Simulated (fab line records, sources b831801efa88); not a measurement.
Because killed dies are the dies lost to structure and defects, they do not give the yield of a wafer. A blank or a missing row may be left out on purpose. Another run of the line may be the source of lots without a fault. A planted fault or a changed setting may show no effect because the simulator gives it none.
fab line records -- flow sfq_line
[record] lots = 14, wafers = 42, last_day = 92
route steps=325 shown I4@176 M5@206 A5B@210 R5@224
lots with no fault: from the same line, run without faults
start_h: the number of hours between the record's first day and the start of the first shown wafer of the lot -- wait_h: hours from the lot's prior step to this one -- " repeats the value in the row above -- L1.1+2: a row that stands for several wafers -- - no value, or no start was given -- * or withheld: withheld -- < > ~ a bound
route shown NAME@n: NAME is a module with steps in the file, n the number in the route of the first one -- usual: mean/standard deviation of fault-free wafers -- same: alike in all rows -- chamber/n: place in a boat -- sites: per-site readings -- _std_site: the values' standard deviation -- _edge_site: the outer-site mean with the inner-site mean subtracted -- radius_mm: for every site, how far away it sits from the centre of the wafer -- mask NAME#n: copy n -- behind: tool/chamber where the wafer was last shaped -- hold: cause of the lot's hold/its duration in hours/its outcome -- device: transistor that didn't switch, given as n, p or np -- end of line: the route-end tests of the same wafers -- a step given without rows: its recipe and nothing more -- killed: count of dies lost to structure and defects at first sort (not the wafer's yield) -- map: dies across one wafer; x = killed, . = not, _ = none there
set.NAME: the run value of the setting; set.NAME@STEP: its run value at that earlier step -- model.NAME: the simulator's own value behind a step, which no gauge read
steps of the route over a sample of lots; a table a step, a row a wafer
services: when a tool's chamber went out of use (start_h, in hours from the record's first day, below 0 if earlier), for how many hours, and the reason
[[steps]]
[step SFQ_TRILAYER_I4_VIA_STRIP_STRIP_107]
[recipe] gas = O2, power_w = 200, platen_temp_c = 40, overash_fraction = 0.65, chemistry = O2, pressure_mtorr = 50
[usual] drypump_motor_current_A = 5.9/0.47, oes_product_au = 1.001/0.012, platen_temp_c = 40.01/0.11
lot.wafer,tool,chamber,start_h,wait_h,drypump_motor_current_A,oes_product_au,platen_temp_c,rf_hours_counter_h
L420.1,rie_metal-04,1,1193.38,-,5.1,0.999,39.97,24
L420.3,rie_metal-04,1,1193.38,-,5.2,1.008,40.09,-
L420.6,rie_metal-04,1,1193.38,-,5.1,1.009,40.14,-
L421.2,rie_metal-04,0,1195.78,-,6.4,0.988,39.92,30
L421.3,rie_metal-04,1,1195.78,-,5.1,1.015,40.06,-
L421.4,rie_metal-04,0,1195.78,-,6.4,1.006,39.99,-
L422.2,rie_metal-01,1,1305.72,-,6.1,0.993,40.11,99
L422.3,rie_metal-01,1,1305.72,-,6.1,0.997,39.98,-
L422.5,rie_metal-01,1,1305.72,-,6.1,0.993,40.00,-
L427.1,rie_metal-01,1,1456.13,-,6.1,0.983,40.02,118
L427.2,rie_metal-01,0,1456.13,-,5.9,1.006,40.20,25
L427.3,rie_metal-01,1,1456.13,-,6.1,0.973,40.16,-
L431.2,rie_metal-04,1,1482.89,-,5.2,1.003,40.07,64
L431.3,rie_metal-04,0,1482.89,-,6.4,0.987,39.86,-
L431.6,rie_metal-04,0,1482.89,-,6.4,0.981,40.02,-
L432.1,rie_metal-04,0,1484.09,-,6.4,0.987,40.04,70
L432.3,rie_metal-04,1,1484.09,-,5.2,1.004,40.04,-
L432.4,rie_metal-04,0,1484.09,-,6.4,0.989,39.91,-
L435.3,rie_metal-04,0,1489.09,-,6.4,0.983,40.01,-
L435.5,rie_metal-04,0,1489.09,-,6.4,0.981,40.15,-
L435.6,rie_metal-04,1,1489.09,-,5.2,1.007,39.97,-
L436.3,rie_metal-01,0,1491.69,-,6.0,1.004,40.06,-
L436.4,rie_metal-01,0,1491.69,-,5.9,0.999,39.96,-
L436.5,rie_metal-01,0,1491.69,-,5.9,0.996,40.05,-
L437.1,rie_metal-04,0,1494.89,-,6.4,0.985,40.09,72
L437.3,rie_metal-04,0,1494.89,-,6.4,0.996,40.22,-
L437.6,rie_metal-04,1,1494.89,-,5.2,1.007,40.15,-
L439.1,rie_metal-01,0,1504.49,-,6.0,1.006,39.96,35
L439.4,rie_metal-01,1,1504.49,-,6.1,0.992,40.02,-
L439.5,rie_metal-01,0,1504.49,-,5.9,1.005,40.04,-
L440.1,rie_metal-04,1,1505.69,-,5.1,1.003,39.98,68
L440.3,rie_metal-04,1,1505.69,-,5.1,1.001,40.01,-
L440.6,rie_metal-04,1,1505.69,-,5.1,1.020,39.87,-
L441.2,rie_metal-04,1,1509.29,-,5.2,1.022,39.90,69
L441.3,rie_metal-04,1,1509.29,-,5.2,1.021,40.03,-
L441.4,rie_metal-04,0,1509.29,-,6.4,0.989,39.80,-
L442.1,rie_metal-02,1,1513.42,-,5.9,1.001,40.01,46
L442.3,rie_metal-02,1,1513.42,-,5.9,1.006,40.03,-
L442.4,rie_metal-02,0,1513.42,-,6.3,1.027,40.12,-
L443.2,rie_metal-04,1,1520.62,-,5.2,1.003,39.97,71
L443.5,rie_metal-04,1,1520.62,-,5.1,1.005,40.15,-
L443.6,rie_metal-04,0,1520.62,-,6.4,0.972,40.00,-
[step SFQ_TRILAYER_M5_ETCH_METAL_ETCH_126]
[recipe] target = Nb, stop_on = SiO2, mask_material = PR, over_etch_frac = 0.15, time_s = 203.2, chemistry = Cl2/BCl3, target_depth_nm = 265, icp_w = 600, bias_w = 80, pressure_mtorr = 10
[usual] bias_w = 80.01/0.23, drypump_motor_current_A = 6.0/0.49, oes_product_au = 0.729/0.0058
lot.wafer,tool,chamber,start_h,wait_h,bias_w,drypump_motor_current_A,oes_product_au,rf_hours_counter_h
L420.1,rie_metal-01,0,1207.61,0.0,79.99,5.9,0.719,121
L420.3,rie_metal-01,1,1207.61,0.0,79.77,6.1,0.735,-
L420.6,rie_metal-01,0,1207.61,0.0,79.98,5.9,0.731,-
L421.2,rie_metal-03,1,1208.81,0.0,79.81,5.7,0.710,24
L421.3,rie_metal-03,0,1208.81,0.0,80.17,6.5,0.723,-
L421.4,rie_metal-03,1,1208.81,0.0,80.20,5.8,0.724,-
L422.2,rie_metal-04,0,1545.40,0.0,79.85,6.4,0.730,80
L422.3,rie_metal-04,0,1545.40,0.0,79.73,6.4,0.734,-
L422.5,rie_metal-04,1,1545.40,0.0,80.33,5.2,0.738,-
L427.1,rie_metal-03,1,1576.60,0.0,80.37,5.7,0.725,74
L427.2,rie_metal-03,0,1576.60,0.0,79.91,6.6,0.718,86
L427.3,rie_metal-03,0,1576.60,0.0,79.95,6.6,0.728,-
L431.2,rie_metal-04,0,1595.89,0.0,85.95,6.4,0.724,89
L431.3,rie_metal-04,1,1595.89,0.0,79.94,5.1,0.731,-
L431.6,rie_metal-04,0,1595.89,0.0,85.84,6.4,0.727,-
L432.1,rie_metal-04,1,1600.82,0.0,79.94,5.1,0.734,84
L432.3,rie_metal-04,1,1600.82,0.0,79.99,5.2,0.735,-
L432.4,rie_metal-04,0,1600.82,0.0,86.32,6.4,0.737,-
L435.3,rie_metal-03,0,1610.49,0.1,79.97,6.6,0.730,-
L435.5,rie_metal-03,1,1610.49,0.1,79.88,5.7,0.728,-
L435.6,rie_metal-03,0,1610.49,0.1,79.75,6.6,0.731,-
L436.3,rie_metal-01,1,1615.29,0.1,80.25,6.1,0.727,-
L436.4,rie_metal-01,0,1615.29,0.1,79.82,5.9,0.724,-
L436.5,rie_metal-01,1,1615.29,0.1,79.67,6.1,0.726,-
L437.1,rie_metal-01,1,1618.82,0.0,79.96,6.1,0.733,19
L437.3,rie_metal-01,1,1618.82,0.0,79.92,6.0,0.725,-
L437.6,rie_metal-01,1,1618.82,0.0,79.99,6.1,0.737,-
L439.1,rie_metal-03,1,1644.05,0.0,79.96,5.7,0.735,85
L439.4,rie_metal-03,1,1644.05,0.0,79.69,5.7,0.740,-
L439.5,rie_metal-03,0,1644.05,0.0,80.10,6.6,0.723,-
L440.1,rie_metal-01,0,1722.25,0.0,80.28,6.0,0.739,67
L440.3,rie_metal-01,1,1722.25,0.0,79.75,6.1,0.725,-
L440.6,rie_metal-01,0,1722.25,0.0,80.32,6.0,0.731,-
L441.2,rie_metal-01,0,1734.25,0.0,79.59,5.9,0.728,70
L441.3,rie_metal-01,1,1734.25,0.0,79.96,6.1,0.740,-
L441.4,rie_metal-01,0,1734.25,0.0,79.98,6.0,0.734,-
L442.1,rie_metal-04,1,1739.05,0.0,80.36,5.2,0.726,100
L442.3,rie_metal-04,1,1739.05,0.0,79.87,5.2,0.722,-
L442.4,rie_metal-04,0,1739.05,0.0,80.06,6.4,0.734,-
L443.2,rie_metal-01,1,1749.85,0.0,80.40,6.1,0.726,34
L443.5,rie_metal-01,1,1749.85,0.0,80.34,6.1,0.730,-
L443.6,rie_metal-01,0,1749.85,0.0,80.16,5.9,0.722,-
[step SFQ_TRILAYER_A5B_CMP_CMP_130]
[recipe] stop_on = Nb, down_force_psi = 3, platen_rpm = 60, target_thk_nm = 340.7
[usual] motor_current_A = 10.3/1.3
lot.wafer,tool,chamber,start_h,wait_h,motor_current_A
L420.1,cmp-01,2,1214.80,6.2,9.6
L420.3,cmp-01,1,1216.30,7.6,11.0
L420.6,cmp-01,2,1216.30,7.6,9.8
L421.2,cmp-01,2,1218.30,8.5,9.5
L421.3,cmp-01,3,1218.30,8.5,9.9
L421.4,cmp-01,0,1218.30,8.5,10.0
L422.2,cmp-01,2,1547.45,1.0,10.0
L422.3,cmp-01,0,1548.45,2.0,9.4
L422.5,cmp-01,1,1548.45,2.0,10.6
L427.1,cmp-02,3,1579.56,1.9,9.7
L427.2,cmp-02,0,1579.56,1.9,8.8
L427.3,cmp-02,2,1581.06,3.4,10.3
L431.2,cmp-01,2,1599.08,2.2,9.4
L431.3,cmp-01,3,1599.08,2.2,10.1
L431.6,cmp-01,1,1600.58,3.6,10.8
L432.3,cmp-02,1,1609.56,7.7,14.3
L432.4,cmp-02,2,1609.56,7.7,10.0
L432.1,cmp-02,0,1611.06,9.2,9.1
L435.3,cmp-01,0,1618.08,6.6,9.9
L435.5,cmp-01,3,1619.58,8.1,9.2
L435.6,cmp-01,0,1619.58,8.1,9.7
L436.4,cmp-01,0,1621.58,5.3,9.5
L436.3,cmp-01,1,1621.58,5.3,10.6
L436.5,cmp-01,3,1623.08,6.8,9.8
L437.3,cmp-01,1,1624.58,4.7,11.2
L437.1,cmp-01,2,1624.58,4.7,9.8
L437.6,cmp-01,0,1626.08,6.2,9.8
L439.1,cmp-01,3,1645.61,0.5,9.7
L439.4,cmp-01,0,1645.61,0.5,10.5
L439.5,cmp-01,3,1647.61,2.5,9.8
L440.3,cmp-02,2,1728.67,5.4,10.2
L440.1,cmp-02,3,1728.67,5.4,10.0
L440.6,cmp-02,2,1730.67,7.3,10.2
L441.4,cmp-02,3,1740.17,4.9,10.2
L441.3,cmp-02,0,1740.17,4.9,8.9
L441.2,cmp-02,1,1740.17,4.9,12.9
L442.1,cmp-02,2,1749.17,9.1,10.0
L442.4,cmp-02,0,1750.17,10.1,8.5
L442.3,cmp-02,1,1750.17,10.1,13.0
L443.2,cmp-02,1,1761.67,10.8,13.2
L443.6,cmp-02,0,1763.17,12.3,9.0
L443.5,cmp-02,1,1763.17,12.3,13.6
[step SFQ_TRILAYER_R5_BARC_OPEN_METAL_ETCH_177]
[recipe] mask_material = PR, chemistry = O2, target_depth_nm = 125, target = BARC, icp_w = 600, bias_w = 80, pressure_mtorr = 10, time_s = 41.7
[usual] bias_w = 79.98/0.21, drypump_motor_current_A = 6.09/0.28, oes_product_au = 0.685/0.0048
lot.wafer,tool,chamber,start_h,wait_h,bias_w,drypump_motor_current_A,oes_product_au,rf_hours_counter_h
L420.1,rie_metal-03,0,1327.29,0.0,80.10,6.60,0.681,50
L420.3,rie_metal-03,1,1327.29,0.0,80.02,5.73,0.687,-
L420.6,rie_metal-03,1,1327.29,0.0,79.94,5.72,0.685,-
L421.2,rie_metal-02,0,1328.49,0.0,80.07,6.24,0.681,64
L421.3,rie_metal-02,0,1328.49,0.0,79.72,6.23,0.682,-
L421.4,rie_metal-02,1,1328.49,0.0,80.05,5.89,0.680,-
L422.2,rie_metal-02,0,1553.83,0.0,79.68,6.24,0.691,102
L422.3,rie_metal-02,1,1553.83,0.0,80.22,5.90,0.687,-
L422.5,rie_metal-02,1,1553.83,0.0,79.73,5.90,0.686,-
L427.1,rie_metal-03,1,1602.86,0.0,79.76,5.74,0.684,79
L427.2,rie_metal-03,0,1602.86,0.0,80.10,6.61,0.683,91
L427.3,rie_metal-03,0,1602.86,0.0,80.51,6.63,0.686,-
L431.2,rie_metal-01,0,1608.96,0.0,79.94,5.99,0.685,55
L431.3,rie_metal-01,0,1608.96,0.0,79.77,5.95,0.685,-
L431.6,rie_metal-01,1,1608.96,0.0,79.57,6.11,0.689,-
L432.1,rie_metal-02,1,1616.33,0.0,80.14,5.88,0.690,61
L432.3,rie_metal-02,1,1616.33,0.0,80.02,5.90,0.681,-
L432.4,rie_metal-02,0,1616.33,0.0,79.57,6.28,0.683,-
L435.3,rie_metal-03,1,1729.41,0.0,79.94,5.72,0.693,-
L435.5,rie_metal-03,0,1729.41,0.0,79.85,6.58,0.679,-
L435.6,rie_metal-03,1,1729.41,0.0,79.74,5.73,0.690,-
L436.3,rie_metal-02,0,1736.61,0.0,79.87,6.27,0.686,-
L436.4,rie_metal-02,1,1736.61,0.0,79.78,5.91,0.686,-
L436.5,rie_metal-02,1,1736.61,0.0,79.94,5.89,0.685,-
L437.1,rie_metal-03,1,1740.19,0.0,79.69,5.73,0.694,97
L437.3,rie_metal-03,1,1740.19,0.0,79.75,5.74,0.682,-
L437.6,rie_metal-03,1,1740.19,0.0,79.62,5.74,0.687,-
L439.1,rie_metal-01,0,1758.19,0.0,79.69,5.94,0.684,73
L439.4,rie_metal-01,1,1758.19,0.0,80.08,6.07,0.686,-
L439.5,rie_metal-01,0,1758.19,0.0,79.78,5.95,0.683,-
L440.1,rie_metal-03,0,1832.97,0.0,79.98,6.57,0.685,117
L440.3,rie_metal-03,1,1832.97,0.0,80.07,5.74,0.687,-
L440.6,rie_metal-03,1,1832.97,0.0,79.78,5.73,0.683,-
L441.2,rie_metal-03,1,1844.97,0.0,80.13,5.72,0.677,107
L441.3,rie_metal-03,0,1844.97,0.0,79.95,6.59,0.682,-
L441.4,rie_metal-03,1,1844.97,0.0,80.14,5.73,0.689,-
L442.1,rie_metal-03,1,1854.48,0.0,80.06,5.73,0.689,108
L442.3,rie_metal-03,1,1854.48,0.0,79.91,5.75,0.683,-
L442.4,rie_metal-03,0,1854.48,0.0,79.86,6.56,0.687,-
L443.2,rie_metal-02,0,1866.48,0.0,79.62,6.25,0.683,11
L443.5,rie_metal-02,0,1866.48,0.0,79.75,6.29,0.684,-
L443.6,rie_metal-02,1,1866.48,0.0,80.14,5.87,0.687,-
[[services]]
tool,chamber,start_h,hours,kind
rie_metal-01,-,1178.15,0.6,repair
rie_metal-04,-,1222.35,2.8,pm
cmp-01,-,1229.80,6.1,pm
rie_metal-04,1,1236.04,1.1,repair
cmp-01,-,1259.93,4.0,pm
cmp-01,-,1275.06,1.0,repair
cmp-01,-,1300.11,7.6,pm
rie_metal-03,-,1336.54,19.0,repair
rie_metal-03,0,1364.10,6.9,repair
cmp-01,-,1386.71,0.4,repair
cmp-01,-,1404.19,8.9,pm
rie_metal-01,1,1406.15,2.0,repair
rie_metal-01,0,1413.45,4.8,repair
rie_metal-04,-,1414.73,2.6,repair
rie_metal-04,-,1427.80,0.6,repair
cmp-01,-,1451.38,1.2,repair
cmp-01,-,1455.83,0.2,repair
rie_metal-01,-,1517.30,0.2,repair
rie_metal-04,-,1548.16,1.5,repair
rie_metal-03,0,1555.83,1.6,repair
rie_metal-03,1,1555.89,18.7,repair
cmp-01,-,1557.12,3.2,repair
rie_metal-04,1,1791.19,2.4,repair
rie_metal-03,1,1866.45,12.8,repair
[[key]]
[first_sign] step = SFQ_TRILAYER_M5_ETCH_METAL_ETCH_126, reading = bias_w, direction = up, sigmas = 26, usual = 80.01, struck = 86.04
effect none on later readings
met_at SFQ_TRILAYER_M5_ETCH_METAL_ETCH_126
struck_lots L431,L432
struck_wafers L431.2,L431.6,L432.4
not_acting_at SFQ_TRILAYER_I4_VIA_STRIP_STRIP_107,SFQ_TRILAYER_A5B_CMP_CMP_130,SFQ_TRILAYER_R5_BARC_OPEN_METAL_ETCH_177
onset_between 1545.40 1595.89
[fault] kind = process_parameter_drift, tool = rie_metal-04, chamber = 0, onset_h = 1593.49, steps = SFQ_TRILAYER_M5_ETCH_METAL_ETCH_126, channel = bias_w, offset = 6.0461, shape = step, end_h = 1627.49, acts_in = these_recipes_only, stated = 80
